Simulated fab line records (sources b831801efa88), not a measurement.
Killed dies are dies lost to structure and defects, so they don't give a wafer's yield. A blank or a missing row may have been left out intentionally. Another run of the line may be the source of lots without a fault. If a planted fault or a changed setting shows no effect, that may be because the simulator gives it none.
Which tool did it? -- flow gf180mcu -- at 1 step of a route of 602, 11 lots with 33 wafers sampled

WHAT THE GAUGES SHOWED, per wafer
GF_V5_BOW_MEAS_05. Usual: for V5_BOW the level is 137 um and the standard deviation is 9.6.
lot,measured,on,V5_BOW (um),flag
L386,day 26 07:34,film-metro-03,130 141 134,
L387,day 26 09:33,film-metro-03,136 137 152,
L390,day 27 17:25,film-metro-04,123 140 134,
L391,day 27 19:59,film-metro-03,149 139 140,
L392,day 28 07:20,film-metro-03,131 132 121,
L393,day 28 20:02,film-metro-04,139 158 146,
L396,day 29 17:58,film-metro-02,132 130 124,
L398,day 30 06:16,film-metro-04,150 143 137,
L407,day 32 10:59,film-metro-03,127 138 133,
L408,day 32 17:52,film-metro-02,139 134 134,
L409,day 33 01:05,film-metro-04,133 135 138,

TOOL THAT RAN EACH LOT (tool first, then ch and the chambers of the sampled wafers, then the start)
The record shows no process step preceding these readings.

AS READ BY THE TOOLS THEMSELVES (means over the sampled wafers that have a number; for cases with no such wafer, the mark the record gives instead)
The record holds no such reading with a usual standard deviation.

THE ANSWER, worked out from the rows above alone
Rule: take the mean of a lot's wafers that have a number; if it is more than 3 standard deviations from the usual mean, the lot is off. A lot without any number at a reading at which 4 lots or more have one is off too. Where the step has rows for the other lots, those lots are counted as sound. Order of review: gauges by route order, followed by the tools' own readings, for which a lot's mean as printed above is used. The first step at which some lot is off is used, and at that step the reading that is off furthest; a lot without a number counts as furthest.
No lot is off on any of the readings shown, so nothing can be concluded from this.

WHAT HAD BEEN PUT IN BY THE SIMULATOR
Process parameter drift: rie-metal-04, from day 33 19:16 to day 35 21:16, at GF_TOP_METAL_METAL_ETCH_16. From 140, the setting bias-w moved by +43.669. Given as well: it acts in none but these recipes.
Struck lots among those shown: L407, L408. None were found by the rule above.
